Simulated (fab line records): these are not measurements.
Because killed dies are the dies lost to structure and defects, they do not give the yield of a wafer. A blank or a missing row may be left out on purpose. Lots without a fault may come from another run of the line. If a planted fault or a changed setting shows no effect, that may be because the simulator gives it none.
8D (eight disciplines) problem report, filled in by code	flow sky130	the parts of the form that need people (team, actions taken, sign-off) are left out

1. THE PROBLEM
Mean CAPM_CVD_00_THK at SKY_CAPM_THK_MEAS_01: 13.84 nm over 2 wafers in 2 lots; fault-free wafers: 15.52 nm, standard deviation 0.22. That puts it -7.7 standard deviations away from the usual mean.
Earliest sighting: wafer L411.6 on filmMetro-03 at day 39 15:18. The record holds 33 wafers of 11 lots with a number at this step. The rule behind "out" and "out of limits": a value lying over 4 standard deviations away from the usual mean. Any other wafer with a number is counted as sound.

2. WHAT THIS IS AND IS NOT
question	is	is not
which readings at this step	CAPM_CVD_00_THK	-
which lots	L411, L416	L402, L403, L405, L406, L410, L417, L419, L420, L424
which wafers of those lots	L411.6, L416.3	L411.1, L411.4, L416.1, L416.2
read on which gauges	filmMetro-01, filmMetro-03	filmMetro-02
when	from day 39 15:18	up to then (17 sound wafers); but 14 sound wafers of L416, L417, L419, L420, L424 came after

3. WHAT RULES OUT EACH SUSPECT
Counting: if a tool at a process step up to the reading ran every lot that is out, it stays a suspect. Sound lots after the first of them don't rule it out here, since some wafers of a struck lot are sound.
- ruled out: the gauge at SKY_CAPM_THK_MEAS_01. Those wafers that are out were read across 2 gauges (filmMetro-01, filmMetro-03).
- pvdSputter-02 at SKY_VIA2_SPUTTER_20 (material TiN, target thk 20 nm, time 80 s): kept. It ran every lot that is out, first L411 (day 39 14:27).
- pecvd-02 at SKY_CAPM_CVD_00 (deposits SiO2, target thk 15.5 nm): kept. It processed each lot that is out (first: L411, day 39 15:17); up to then, its last sound lot is L410 (day 39 02:58).
- Within pecvd-02 at SKY_CAPM_CVD_00: the wafers that are out ran in chamber 0; their sound lot-mates ran in chambers 1, 2.
What counting leaves: pvdSputter-02 at SKY_VIA2_SPUTTER_20 and pecvd-02 at SKY_CAPM_CVD_00.

4. THE CAUSE (what the simulator had put in)
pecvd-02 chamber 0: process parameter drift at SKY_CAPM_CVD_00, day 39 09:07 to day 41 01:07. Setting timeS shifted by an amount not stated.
After counting, 2 suspects remain, this tool included.

5. THE CHAIN OF EFFECTS, in route order
Rows list readings where the struck wafers' mean (over those with a number) sits beyond 3 standard deviations from the usual. Scope: only readings with a usual standard deviation given in the record; hours: median across lots of the time from each lot's start at the first step in this table that gives one to its start at this step; sigmas: change in usual standard deviations.
hours	step	reading	usual	on struck wafers	change	sigmas
0	SKY_CAPM_THK_MEAS_01	CAPM_CVD_00_THK	15.52 nm	13.84	-1.68	-7.7
49	SKY_METAL3_ETCH_17	oesProductAu	0.755 a.u.	0.713	-0.042	-5.6
Process steps it contains:
- SKY_METAL3_ETCH_17: etches SiO2 in C4F8/O2/Ar, stops on TiN, time 3.9 s, target depth 15 nm.

6. HOW IT WOULD HAVE BEEN CAUGHT EARLIER
In this record the first reading out of limits at a measuring or inspecting step was taken at day 39 15:18, 6 hours after the fault began at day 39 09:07.
No tool reading at SKY_CAPM_CVD_00 that has a usual standard deviation in the record was out on any struck wafer, so an alarm limit of 4 standard deviations on those readings would not have fired.
Of the lots that are out (2), L416 began SKY_CAPM_CVD_00 on pecvd-02 after day 39 15:18. It would have been spared by a hold on the tool at that moment.
